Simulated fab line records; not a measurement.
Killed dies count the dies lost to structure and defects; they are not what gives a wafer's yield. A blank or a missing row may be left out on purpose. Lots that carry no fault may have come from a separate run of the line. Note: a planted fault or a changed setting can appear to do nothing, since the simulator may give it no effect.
fab line records ; flow gf180mcu
record: lots: 24; wafers: 72; lastDay: 34
route steps=602 shown STI@1 HV_LDD@207 M1@329 V2@404 M3@410
lots that met no fault: taken from a fault-free run of the same line
startH: the number of hours between the record's first day and the start of the first shown wafer of the lot ; waitH: hours from the lot's prior step to this one ; " identical to the entry in the row above ; L1.1+2: a single row standing in for several wafers ; - no value, or no start given ; * or withheld: withheld ; < > ~ a bound
route shown NAME@n: names a module that has steps shown in the file, with the first one's number in the route ; usual: the fault-free wafers' mean and standard deviation ; same: alike in all rows ; chamber/n: place in a boat ; sites: the reading at each site ; _std_site: how widely they spread, as a standard deviation ; _edge_site: inner sites' mean taken away from outer sites' mean ; radiusMm: for every site, how far away it sits from the centre of the wafer ; mask NAME#n: copy n ; behind: tool/chamber where the wafer was last shaped ; hold: why the lot was held/for how many hours/how that ended ; device: which transistor (n, p or np) failed to switch ; end of line: tests run on the same wafers once the route is complete ; a step with no rows: only its recipe ; killed: count of dies lost to structure and defects at first sort (not the wafer's yield) ; map: per-die view of a wafer (x killed, . not killed, _ where there is no die)
set.NAME: the setting the step ran with; set.NAME@STEP: the setting that earlier step ran with ; model.NAME: the simulator's own value behind a step, which no gauge read
a sample of lots followed through the steps of the route, with each step as a table and each wafer as a row
services: the hour from which a tool's chamber was out of use, counted from the record's first day as startH (under 0 if before that day), plus the number of hours and why
== steps ==
step: GF_STI_BOW_MEAS_00
recipe: mode: bow
usual: INCOMING_BOW: -1/6.5
lot.wafer;tool;chamber;startH;waitH;INCOMING_BOW[um]
L074.1;filmMetro-04;-;10.00;-;-8
L074.4;filmMetro-04;-;10.00;-;-1
L074.5;filmMetro-04;-;10.00;-;-1
L075.2;filmMetro-02;-;15.02;-;-3
L075.3;filmMetro-02;-;15.02;-;-3
L075.6;filmMetro-02;-;15.02;-;11
L076.1;filmMetro-02;-;20.00;-;5
L076.3;filmMetro-02;-;20.00;-;-6
L076.5;filmMetro-02;-;20.00;-;-8
L077.2;filmMetro-03;-;25.02;-;-5
L077.4;filmMetro-03;-;25.02;-;3
L077.5;filmMetro-03;-;25.02;-;6
L078.2;filmMetro-03;-;30.02;-;-7
L078.3;filmMetro-03;-;30.02;-;7
L078.4;filmMetro-03;-;30.02;-;1
L079.3;filmMetro-02;-;35.04;-;7
L079.4;filmMetro-02;-;35.04;-;-7
L079.5;filmMetro-02;-;35.04;-;-3
L080.1;filmMetro-04;-;40.00;-;4
L080.5;filmMetro-04;-;40.00;-;-1
L080.6;filmMetro-04;-;40.00;-;-9
L081.1;filmMetro-03;-;45.00;-;-7
L081.2;filmMetro-03;-;45.00;-;-3
L081.5;filmMetro-03;-;45.00;-;-6
L082.2;filmMetro-03;-;50.02;-;1
L082.3;filmMetro-03;-;50.02;-;-2
L082.4;filmMetro-03;-;50.02;-;-2
L083.1;filmMetro-02;-;55.00;-;0
L083.2;filmMetro-02;-;55.00;-;9
L083.4;filmMetro-02;-;55.00;-;5
L084.1;filmMetro-02;-;60.00;-;-5
L084.2;filmMetro-02;-;60.00;-;-5
L084.6;filmMetro-02;-;60.00;-;-4
L085.4;filmMetro-04;-;65.06;-;-6
L085.5;filmMetro-04;-;65.06;-;2
L085.6;filmMetro-04;-;65.06;-;-3
L086.1;filmMetro-03;-;70.00;-;-2
L086.3;filmMetro-03;-;70.00;-;-3
L086.6;filmMetro-03;-;70.00;-;1
L087.1;filmMetro-02;-;75.00;-;5
L087.4;filmMetro-02;-;75.00;-;8
L087.5;filmMetro-02;-;75.00;-;-10
L088.2;filmMetro-02;-;80.02;-;9
L088.3;filmMetro-02;-;80.02;-;-4
L088.5;filmMetro-02;-;80.02;-;-4
L089.2;filmMetro-04;-;85.02;-;-6
L089.3;filmMetro-04;-;85.02;-;-5
L089.4;filmMetro-04;-;85.02;-;6
L090.1;filmMetro-02;-;90.00;-;12
L090.2;filmMetro-02;-;90.00;-;-2
L090.5;filmMetro-02;-;90.00;-;0
L091.1;filmMetro-03;-;95.00;-;-6
L091.5;filmMetro-03;-;95.00;-;-4
L091.6;filmMetro-03;-;95.00;-;-12
L092.1;filmMetro-02;-;100.00;-;12
L092.2;filmMetro-02;-;100.00;-;-10
L092.5;filmMetro-02;-;100.00;-;10
L093.1;filmMetro-03;-;105.00;-;-9
L093.4;filmMetro-03;-;105.00;-;-1
L093.6;filmMetro-03;-;105.00;-;-10
L094.1;filmMetro-02;-;110.00;-;0
L094.2;filmMetro-02;-;110.00;-;4
L094.3;filmMetro-02;-;110.00;-;14
L095.1;filmMetro-03;-;115.00;-;-7
L095.3;filmMetro-03;-;115.00;-;1
L095.4;filmMetro-03;-;115.00;-;11
L096.1;filmMetro-04;-;120.00;-;1
L096.2;filmMetro-04;-;120.00;-;5
L096.4;filmMetro-04;-;120.00;-;-2
L097.2;filmMetro-02;-;125.02;-;-7
L097.5;filmMetro-02;-;125.02;-;-4
L097.6;filmMetro-02;-;125.02;-;11
step: GF_HV_LDD_CD_MEAS_31
recipe: targetCdNm: 400
usual: cdNm: 399.6/2.9
lot.wafer;tool;chamber;startH;waitH;cdNm
L074.1;cdSem-02;-;255.07;0.1;400.7
L074.4;cdSem-02;-;255.07;0.1;402.4
L074.5;cdSem-02;-;255.07;0.1;402.0
L075.2;cdSem-01;-;258.34;0.1;401.5
L075.3;cdSem-01;-;258.34;0.1;401.8
L075.6;cdSem-01;-;258.34;0.1;400.3
L076.1;cdSem-01;-;263.16;0.1;396.8
L076.3;cdSem-01;-;263.16;0.1;400.5
L076.5;cdSem-01;-;263.16;0.1;404.3
L077.2;cdSem-01;-;274.59;0.1;396.8
L077.4;cdSem-01;-;274.59;0.1;397.9
L077.5;cdSem-01;-;274.59;0.1;396.7
L078.2;cdSem-01;-;279.88;0.1;397.6
L078.3;cdSem-01;-;279.88;0.1;397.4
L078.4;cdSem-01;-;279.88;0.1;396.5
L079.3;cdSem-01;-;288.60;0.1;397.8
L079.4;cdSem-01;-;288.60;0.1;396.5
L079.5;cdSem-01;-;288.60;0.1;397.1
L080.1;cdSem-01;-;301.82;0.1;402.7
L080.5;cdSem-01;-;301.82;0.1;402.4
L080.6;cdSem-01;-;301.82;0.1;402.2
L081.1;cdSem-02;-;306.01;0.1;401.8
L081.2;cdSem-02;-;306.01;0.1;401.1
L081.5;cdSem-02;-;306.01;0.1;399.5
L082.2;cdSem-01;-;313.49;0.1;399.5
L082.3;cdSem-01;-;313.49;0.1;397.6
L082.4;cdSem-01;-;313.49;0.1;399.5
L083.1;cdSem-02;-;324.66;0.1;400.1
L083.2;cdSem-02;-;324.66;0.1;397.8
L083.4;cdSem-02;-;324.66;0.1;399.1
L084.1;cdSem-01;-;331.46;0.1;405.6
L084.2;cdSem-01;-;331.46;0.1;405.5
L084.6;cdSem-01;-;331.46;0.1;404.5
L085.4;cdSem-02;-;331.53;0.1;403.3
L085.5;cdSem-02;-;331.53;0.1;402.3
L085.6;cdSem-02;-;331.53;0.1;402.3
L086.1;cdSem-01;-;346.15;0.3;399.2
L086.3;cdSem-01;-;346.15;0.3;399.9
L086.6;cdSem-01;-;346.15;0.3;398.6
L087.1;cdSem-02;-;351.57;0.1;396.5
L087.4;cdSem-02;-;351.57;0.1;397.4
L087.5;cdSem-02;-;351.57;0.1;397.3
L088.2;cdSem-02;-;369.44;0.1;398.8
L088.3;cdSem-02;-;369.44;0.1;398.7
L088.5;cdSem-02;-;369.44;0.1;399.9
L089.2;cdSem-02;-;373.29;0.1;397.4
L089.3;cdSem-02;-;373.29;0.1;399.2
L089.4;cdSem-02;-;373.29;0.1;397.4
L090.1;cdSem-02;-;374.06;0.1;404.1
L090.2;cdSem-02;-;374.06;0.1;403.3
L090.5;cdSem-02;-;374.06;0.1;402.7
L091.1;cdSem-01;-;395.21;0.1;395.9
L091.5;cdSem-01;-;395.21;0.1;398.9
L091.6;cdSem-01;-;395.21;0.1;395.0
L092.1;cdSem-02;-;404.02;0.1;399.5
L092.2;cdSem-02;-;404.02;0.1;396.1
L092.5;cdSem-02;-;404.02;0.1;397.7
L093.1;cdSem-01;-;417.76;0.1;397.3
L093.4;cdSem-01;-;417.76;0.1;396.7
L093.6;cdSem-01;-;417.76;0.1;395.9
L094.1;cdSem-01;-;418.58;0.1;399.3
L094.2;cdSem-01;-;418.58;0.1;399.2
L094.3;cdSem-01;-;418.58;0.1;397.4
L095.1;cdSem-01;-;423.87;0.1;405.3
L095.3;cdSem-01;-;423.87;0.1;406.1
L095.4;cdSem-01;-;423.87;0.1;402.5
L096.1;cdSem-02;-;437.07;0.1;398.2
L096.2;cdSem-02;-;437.07;0.1;397.8
L096.4;cdSem-02;-;437.07;0.1;399.2
L097.2;cdSem-01;-;440.24;0.1;393.9
L097.5;cdSem-01;-;440.24;0.1;396.2
L097.6;cdSem-01;-;440.24;0.1;397.0
step: GF_M1_CD_MEAS_14
recipe: targetCdNm: 230
usual: cdNm: 230.4/0.97
lot.wafer;tool;chamber;startH;waitH;cdNm
L074.1;cdSem-02;-;387.37;0.1;230.2
L074.4;cdSem-02;-;387.37;0.1;229.3
L074.5;cdSem-02;-;387.37;0.1;231.4
L075.2;cdSem-01;-;392.49;0.1;229.2
L075.3;cdSem-01;-;392.49;0.1;229.7
L075.6;cdSem-01;-;392.49;0.1;229.8
L076.1;cdSem-01;-;398.48;0.2;230.2
L076.3;cdSem-01;-;398.48;0.2;230.9
L076.5;cdSem-01;-;398.48;0.2;229.8
L077.2;cdSem-02;-;413.79;0.1;230.7
L077.4;cdSem-02;-;413.79;0.1;231.0
L077.5;cdSem-02;-;413.79;0.1;230.9
L078.2;cdSem-01;-;418.48;0.1;230.9
L078.3;cdSem-01;-;418.48;0.1;229.6
L078.4;cdSem-01;-;418.48;0.1;230.5
L079.3;cdSem-02;-;432.45;0.1;230.2
L079.4;cdSem-02;-;432.45;0.1;229.3
L079.5;cdSem-02;-;432.45;0.1;230.3
L080.1;cdSem-02;-;443.61;0.1;229.5
L080.5;cdSem-02;-;443.61;0.1;230.5
L080.6;cdSem-02;-;443.61;0.1;230.1
L081.1;cdSem-02;-;449.51;0.1;230.2
L081.2;cdSem-02;-;449.51;0.1;229.6
L081.5;cdSem-02;-;449.51;0.1;229.8
L082.2;cdSem-01;-;459.69;0.1;231.1
L082.3;cdSem-01;-;459.69;0.1;231.8
L082.4;cdSem-01;-;459.69;0.1;232.2
L083.1;cdSem-01;-;471.12;0.1;229.7
L083.2;cdSem-01;-;471.12;0.1;229.8
L083.4;cdSem-01;-;471.12;0.1;230.1
L084.1;cdSem-01;-;477.62;0.1;229.6
L084.2;cdSem-01;-;477.62;0.1;228.8
L084.6;cdSem-01;-;477.62;0.1;229.9
L085.4;cdSem-02;-;478.94;0.1;228.3
L085.5;cdSem-02;-;478.94;0.1;230.3
L085.6;cdSem-02;-;478.94;0.1;229.8
L086.1;cdSem-02;-;494.02;0.1;230.7
L086.3;cdSem-02;-;494.02;0.1;229.8
L086.6;cdSem-02;-;494.02;0.1;229.2
L087.1;cdSem-01;-;502.41;0.1;231.7
L087.4;cdSem-01;-;502.41;0.1;232.1
L087.5;cdSem-01;-;502.41;0.1;230.6
L088.2;cdSem-02;-;519.79;0.1;229.6
L088.3;cdSem-02;-;519.79;0.1;230.1
L088.5;cdSem-02;-;519.79;0.1;229.5
L089.2;cdSem-02;-;523.29;0.1;230.5
L089.3;cdSem-02;-;523.29;0.1;230.2
L089.4;cdSem-02;-;523.29;0.1;230.4
L090.1;cdSem-02;-;525.17;0.1;232.4
L090.2;cdSem-02;-;525.17;0.1;232.9
L090.5;cdSem-02;-;525.17;0.1;232.3
L091.1;cdSem-01;-;544.71;0.1;230.5
L091.5;cdSem-01;-;544.71;0.1;231.5
L091.6;cdSem-01;-;544.71;0.1;231.6
L092.1;cdSem-01;-;552.42;0.1;228.5
L092.2;cdSem-01;-;552.42;0.1;231.0
L092.5;cdSem-01;-;552.42;0.1;229.5
L093.1;cdSem-02;-;566.42;0.1;230.1
L093.4;cdSem-02;-;566.42;0.1;231.0
L093.6;cdSem-02;-;566.42;0.1;231.7
L094.1;cdSem-01;-;567.21;0.1;231.1
L094.2;cdSem-01;-;567.21;0.1;231.1
L094.3;cdSem-01;-;567.21;0.1;230.5
L095.1;cdSem-01;-;572.31;0.1;228.6
L095.3;cdSem-01;-;572.31;0.1;229.7
L095.4;cdSem-01;-;572.31;0.1;229.3
L096.1;cdSem-01;-;583.58;0.1;232.1
L096.2;cdSem-01;-;583.58;0.1;230.8
L096.4;cdSem-01;-;583.58;0.1;230.4
L097.2;cdSem-01;-;586.78;0.1;230.5
L097.5;cdSem-01;-;586.78;0.1;230.0
L097.6;cdSem-01;-;586.78;0.1;231.1
step: GF_V2_SPUTTER_22
recipe: material: TiN; targetThkNm: 10; chamberPressurePa: 5; powerW: 4000; timeS: 40
usual: throttleValvePct: 29.7/1.5
lot.wafer;tool;chamber;startH;waitH;throttleValvePct
L074.1;pvdSputter-03;-;462.95;0.0;30.5
L074.4;pvdSputter-03;-;462.95;0.0;31.9
L074.5;pvdSputter-03;-;462.95;0.0;31.8
L075.2;pvdSputter-03;-;469.68;0.0;31.9
L075.3;pvdSputter-03;-;469.68;0.0;30.3
L075.6;pvdSputter-03;-;469.68;0.0;32.1
L076.1;pvdSputter-01;-;476.64;0.0;30.5
L076.3;pvdSputter-01;-;476.64;0.0;30.3
L076.5;pvdSputter-01;-;476.64;0.0;30.3
L077.2;pvdSputter-04;-;492.49;0.0;29.8
L077.4;pvdSputter-04;-;492.49;0.0;30.0
L077.5;pvdSputter-04;-;492.49;0.0;29.4
L078.2;pvdSputter-04;-;496.17;0.0;30.6
L078.3;pvdSputter-04;-;496.17;0.0;30.5
L078.4;pvdSputter-04;-;496.17;0.0;29.6
L079.3;pvdSputter-04;-;510.39;0.0;30.2
L079.4;pvdSputter-04;-;510.39;0.0;30.4
L079.5;pvdSputter-04;-;510.39;0.0;30.3
L080.1;pvdSputter-03;-;521.74;0.0;30.5
L080.5;pvdSputter-03;-;521.74;0.0;28.0
L080.6;pvdSputter-03;-;521.74;0.0;27.7
L081.1;pvdSputter-04;-;525.79;0.0;29.4
L081.2;pvdSputter-04;-;525.79;0.0;30.5
L081.5;pvdSputter-04;-;525.79;0.0;30.5
L082.2;pvdSputter-01;-;535.08;0.0;28.4
L082.3;pvdSputter-01;-;535.08;0.0;30.4
L082.4;pvdSputter-01;-;535.08;0.0;30.3
L083.1;pvdSputter-03;-;546.89;0.0;27.4
L083.2;pvdSputter-03;-;546.89;0.0;27.9
L083.4;pvdSputter-03;-;546.89;0.0;31.9
L084.1;pvdSputter-04;-;552.19;0.0;29.6
L084.2;pvdSputter-04;-;552.19;0.0;30.5
L084.6;pvdSputter-04;-;552.19;0.0;29.3
L085.4;pvdSputter-03;-;553.66;0.0;30.6
L085.5;pvdSputter-03;-;553.66;0.0;27.7
L085.6;pvdSputter-03;-;553.66;0.0;27.9
L086.1;pvdSputter-03;-;568.32;0.0;27.7
L086.3;pvdSputter-03;-;568.32;0.0;27.8
L086.6;pvdSputter-03;-;568.32;0.0;31.6
L087.1;pvdSputter-01;-;576.08;0.0;30.4
L087.4;pvdSputter-01;-;576.08;0.0;30.6
L087.5;pvdSputter-01;-;576.08;0.0;30.2
L088.2;pvdSputter-01;-;592.65;0.0;28.3
L088.3;pvdSputter-01;-;592.65;0.0;31.1
L088.5;pvdSputter-01;-;592.65;0.0;28.5
L089.2;pvdSputter-03;-;594.95;0.0;27.8
L089.3;pvdSputter-03;-;594.95;0.0;30.6
L089.4;pvdSputter-03;-;594.95;0.0;32.2
L090.1;pvdSputter-03;-;596.49;0.0;30.6
L090.2;pvdSputter-03;-;596.49;0.0;31.9
L090.5;pvdSputter-03;-;596.49;0.0;27.8
L091.1;pvdSputter-01;-;615.05;0.0;30.4
L091.5;pvdSputter-01;-;615.05;0.0;30.6
L091.6;pvdSputter-01;-;615.05;0.0;28.3
L092.1;pvdSputter-03;-;621.92;0.0;30.6
L092.2;pvdSputter-03;-;621.92;0.0;31.8
L092.5;pvdSputter-03;-;621.92;0.0;30.5
L093.1;pvdSputter-01;-;635.81;0.0;31.2
L093.4;pvdSputter-01;-;635.81;0.0;30.2
L093.6;pvdSputter-01;-;635.81;0.0;30.3
L094.1;pvdSputter-03;-;636.59;0.0;27.7
L094.2;pvdSputter-03;-;636.59;0.0;27.8
L094.3;pvdSputter-03;-;636.59;0.0;30.4
L095.1;pvdSputter-01;-;640.69;0.0;30.4
L095.3;pvdSputter-01;-;640.69;0.0;30.4
L095.4;pvdSputter-01;-;640.69;0.0;31.3
L096.1;pvdSputter-03;-;651.47;0.0;27.4
L096.2;pvdSputter-03;-;651.47;0.0;30.5
L096.4;pvdSputter-03;-;651.47;0.0;31.8
L097.2;pvdSputter-03;-;653.07;0.0;30.6
L097.5;pvdSputter-03;-;653.07;0.0;31.8
L097.6;pvdSputter-03;-;653.07;0.0;27.6
step: GF_M3_SPUTTER_01
recipe: material: TiN; targetThkNm: 30; powerW: 6500; timeS: 26.16; chamberPressurePa: 0.4
usual: throttleValvePct: 30.1/1.1
lot.wafer;tool;chamber;startH;waitH;throttleValvePct
L074.1;pvdSputter-01;-;463.68;0.1;30.2
L074.4;pvdSputter-01;-;463.68;0.1;31.2
L074.5;pvdSputter-01;-;463.68;0.1;28.2
L075.2;pvdSputter-01;-;470.41;0.1;30.2
L075.3;pvdSputter-01;-;470.41;0.1;31.2
L075.6;pvdSputter-01;-;470.41;0.1;30.0
L076.1;pvdSputter-03;-;477.37;0.1;27.5
L076.3;pvdSputter-03;-;477.37;0.1;30.6
L076.5;pvdSputter-03;-;477.37;0.1;31.9
L077.2;pvdSputter-02;-;493.22;0.1;30.7
L077.4;pvdSputter-02;-;493.22;0.1;29.7
L077.5;pvdSputter-02;-;493.22;0.1;30.9
L078.2;pvdSputter-01;-;496.90;0.1;31.4
L078.3;pvdSputter-01;-;496.90;0.1;30.2
L078.4;pvdSputter-01;-;496.90;0.1;30.1
L079.3;pvdSputter-02;-;511.12;0.1;31.0
L079.4;pvdSputter-02;-;511.12;0.1;30.5
L079.5;pvdSputter-02;-;511.12;0.1;30.6
L080.1;pvdSputter-01;-;522.47;0.1;28.2
L080.5;pvdSputter-01;-;522.47;0.1;31.2
L080.6;pvdSputter-01;-;522.47;0.1;30.3
L081.1;pvdSputter-02;-;526.52;0.1;30.5
L081.2;pvdSputter-02;-;526.52;0.1;30.6
L081.5;pvdSputter-02;-;526.52;0.1;30.7
L082.2;pvdSputter-02;-;535.81;0.1;30.8
L082.3;pvdSputter-02;-;535.81;0.1;30.8
L082.4;pvdSputter-02;-;535.81;0.1;29.9
L083.1;pvdSputter-03;-;547.62;0.1;30.3
L083.2;pvdSputter-03;-;547.62;0.1;28.0
L083.4;pvdSputter-03;-;547.62;0.1;27.6
L084.1;pvdSputter-02;-;552.92;0.1;30.7
L084.2;pvdSputter-02;-;552.92;0.1;30.9
L084.6;pvdSputter-02;-;552.92;0.1;29.9
L085.4;pvdSputter-01;-;554.39;0.1;31.1
L085.5;pvdSputter-01;-;554.39;0.1;30.3
L085.6;pvdSputter-01;-;554.39;0.1;30.4
L086.1;pvdSputter-02;-;569.06;0.1;31.1
L086.3;pvdSputter-02;-;569.06;0.1;30.1
L086.6;pvdSputter-02;-;569.06;0.1;30.8
L087.1;pvdSputter-01;-;576.81;0.1;28.4
L087.4;pvdSputter-01;-;576.81;0.1;30.3
L087.5;pvdSputter-01;-;576.81;0.1;30.2
L088.2;pvdSputter-02;-;593.38;0.1;30.5
L088.3;pvdSputter-02;-;593.38;0.1;30.8
L088.5;pvdSputter-02;-;593.38;0.1;30.9
L089.2;pvdSputter-01;-;595.68;0.1;31.1
L089.3;pvdSputter-01;-;595.68;0.1;28.4
L089.4;pvdSputter-01;-;595.68;0.1;28.2
L090.1;pvdSputter-01;-;597.22;0.1;28.2
L090.2;pvdSputter-01;-;597.22;0.1;31.3
L090.5;pvdSputter-01;-;597.22;0.1;31.1
L091.1;pvdSputter-03;-;615.78;0.1;31.8
L091.5;pvdSputter-03;-;615.78;0.1;27.5
L091.6;pvdSputter-03;-;615.78;0.1;31.7
L092.1;pvdSputter-01;-;622.65;0.1;31.1
L092.2;pvdSputter-01;-;622.65;0.1;30.5
L092.5;pvdSputter-01;-;622.65;0.1;31.1
L093.1;pvdSputter-01;-;636.68;0.1;30.2
L093.4;pvdSputter-01;-;636.68;0.1;31.1
L093.6;pvdSputter-01;-;636.68;0.1;31.1
L094.1;pvdSputter-03;-;637.58;0.1;31.9
L094.2;pvdSputter-03;-;637.58;0.1;28.2
L094.3;pvdSputter-03;-;637.58;0.1;30.4
L095.1;pvdSputter-02;-;641.42;0.1;31.1
L095.3;pvdSputter-02;-;641.42;0.1;30.7
L095.4;pvdSputter-02;-;641.42;0.1;30.2
L096.1;pvdSputter-01;-;652.21;0.1;30.3
L096.2;pvdSputter-01;-;652.21;0.1;31.3
L096.4;pvdSputter-01;-;652.21;0.1;28.3
L097.2;pvdSputter-01;-;653.81;0.1;28.3
L097.5;pvdSputter-01;-;653.81;0.1;30.5
L097.6;pvdSputter-01;-;653.81;0.1;30.3
step: GF_M3_SPUTTER_03
recipe: material: Ti; targetThkNm: 10; substrateTempC: 300; chamberPressurePa: 0.3; powerW: 3000; timeS: 6.7
usual: substrateTempC: 299.97/0.19; throttleValvePct: 30.2/1.1
lot.wafer;tool;chamber;startH;waitH;substrateTempC;throttleValvePct
L074.1;pvdSputter-01;-;463.74;0.0;299.92;30.4
L074.4;pvdSputter-01;-;463.74;0.0;299.61;31.3
L074.5;pvdSputter-01;-;463.74;0.0;300.19;28.2
L075.2;pvdSputter-01;-;470.47;0.0;300.14;30.2
L075.3;pvdSputter-01;-;470.47;0.0;299.74;31.4
L075.6;pvdSputter-01;-;470.47;0.0;300.08;29.9
L076.1;pvdSputter-03;-;477.43;0.0;300.02;27.4
L076.3;pvdSputter-03;-;477.43;0.0;299.94;31.0
L076.5;pvdSputter-03;-;477.43;0.0;300.04;32.1
L077.2;pvdSputter-02;-;493.28;0.0;299.86;30.9
L077.4;pvdSputter-02;-;493.28;0.0;299.98;29.9
L077.5;pvdSputter-02;-;493.28;0.0;299.67;31.0
L078.2;pvdSputter-01;-;496.96;0.0;300.09;31.4
L078.3;pvdSputter-01;-;496.96;0.0;299.95;30.4
L078.4;pvdSputter-01;-;496.96;0.0;300.39;30.2
L079.3;pvdSputter-02;-;511.19;0.0;300.27;31.1
L079.4;pvdSputter-02;-;511.19;0.0;299.90;30.9
L079.5;pvdSputter-02;-;511.19;0.0;299.65;31.1
L080.1;pvdSputter-01;-;522.53;0.0;300.10;28.3
L080.5;pvdSputter-01;-;522.53;0.0;299.84;31.2
L080.6;pvdSputter-01;-;522.53;0.0;299.85;30.3
L081.1;pvdSputter-02;-;526.59;0.0;299.98;30.6
L081.2;pvdSputter-02;-;526.59;0.0;299.90;30.8
L081.5;pvdSputter-02;-;526.59;0.0;299.85;31.0
L082.2;pvdSputter-02;-;535.87;0.0;299.82;30.9
L082.3;pvdSputter-02;-;535.87;0.0;300.13;30.8
L082.4;pvdSputter-02;-;535.87;0.0;299.74;29.9
L083.1;pvdSputter-03;-;547.68;0.0;300.48;30.6
L083.2;pvdSputter-03;-;547.68;0.0;300.13;28.0
L083.4;pvdSputter-03;-;547.68;0.0;299.54;27.5
L084.1;pvdSputter-02;-;552.98;0.0;299.72;30.5
L084.2;pvdSputter-02;-;552.98;0.0;300.11;30.8
L084.6;pvdSputter-02;-;552.98;0.0;300.19;30.0
L085.4;pvdSputter-01;-;554.45;0.0;299.49;30.9
L085.5;pvdSputter-01;-;554.45;0.0;300.16;30.3
L085.6;pvdSputter-01;-;554.45;0.0;299.99;30.4
L086.1;pvdSputter-02;-;569.12;0.0;300.34;30.8
L086.3;pvdSputter-02;-;569.12;0.0;300.08;30.0
L086.6;pvdSputter-02;-;569.12;0.0;300.35;30.8
L087.1;pvdSputter-01;-;576.87;0.0;299.94;28.2
L087.4;pvdSputter-01;-;576.87;0.0;300.01;30.2
L087.5;pvdSputter-01;-;576.87;0.0;299.88;30.4
L088.2;pvdSputter-02;-;593.44;0.0;299.73;30.6
L088.3;pvdSputter-02;-;593.44;0.0;300.01;31.0
L088.5;pvdSputter-02;-;593.44;0.0;300.16;30.9
L089.2;pvdSputter-01;-;595.74;0.0;299.82;31.0
L089.3;pvdSputter-01;-;595.74;0.0;300.03;28.3
L089.4;pvdSputter-01;-;595.74;0.0;300.06;28.4
L090.1;pvdSputter-01;-;597.28;0.0;299.88;28.2
L090.2;pvdSputter-01;-;597.28;0.0;299.77;31.0
L090.5;pvdSputter-01;-;597.28;0.0;299.80;31.3
L091.1;pvdSputter-03;-;615.84;0.0;300.08;31.9
L091.5;pvdSputter-03;-;615.84;0.0;299.71;27.5
L091.6;pvdSputter-03;-;615.84;0.0;300.14;32.0
L092.1;pvdSputter-01;-;622.71;0.0;300.09;31.1
L092.2;pvdSputter-01;-;622.71;0.0;299.83;29.9
L092.5;pvdSputter-01;-;622.71;0.0;299.85;31.4
L093.1;pvdSputter-01;-;636.74;0.0;299.99;30.5
L093.4;pvdSputter-01;-;636.74;0.0;300.04;31.1
L093.6;pvdSputter-01;-;636.74;0.0;300.03;31.2
L094.1;pvdSputter-03;-;637.64;0.0;300.25;31.9
L094.2;pvdSputter-03;-;637.64;0.0;299.89;27.9
L094.3;pvdSputter-03;-;637.64;0.0;300.23;30.4
L095.1;pvdSputter-02;-;641.48;0.0;299.92;30.8
L095.3;pvdSputter-02;-;641.48;0.0;299.75;31.0
L095.4;pvdSputter-02;-;641.48;0.0;299.76;30.2
L096.1;pvdSputter-01;-;652.27;0.0;299.85;30.5
L096.2;pvdSputter-01;-;652.27;0.0;299.93;31.0
L096.4;pvdSputter-01;-;652.27;0.0;300.06;28.4
L097.2;pvdSputter-01;-;653.87;0.0;300.04;28.5
L097.5;pvdSputter-01;-;653.87;0.0;299.98;30.2
L097.6;pvdSputter-01;-;653.87;0.0;299.72;30.2
== services ==
tool;chamber;startH;hours;kind
pvdSputter-03;-;443.32;2.5;repair
pvdSputter-01;-;446.97;2.8;repair
pvdSputter-03;1;480.60;-;consumableReplace:kit
pvdSputter-03;1;480.60;18.0;scheduledDown
pvdSputter-03;1;480.60;18.0;ventCycle
pvdSputter-02;0;504.49;-;consumableReplace:kit
pvdSputter-02;0;504.49;18.0;scheduledDown
pvdSputter-02;0;504.49;18.0;ventCycle
pvdSputter-03;-;523.74;8.0;repair
pvdSputter-01;2;581.52;-;consumableReplace:kit
pvdSputter-01;2;581.52;18.0;scheduledDown
pvdSputter-01;2;581.52;18.0;ventCycle
pvdSputter-04;-;596.07;2.4;repair
pvdSputter-01;-;603.84;2.5;repair
pvdSputter-02;3;611.25;-;consumableReplace:kit
pvdSputter-02;3;611.25;18.0;scheduledDown
pvdSputter-02;3;611.25;18.0;ventCycle
pvdSputter-01;-;629.59;5.7;repair
pvdSputter-03;-;633.66;1.8;repair
pvdSputter-01;-;644.40;3.5;repair
== key ==
fault none
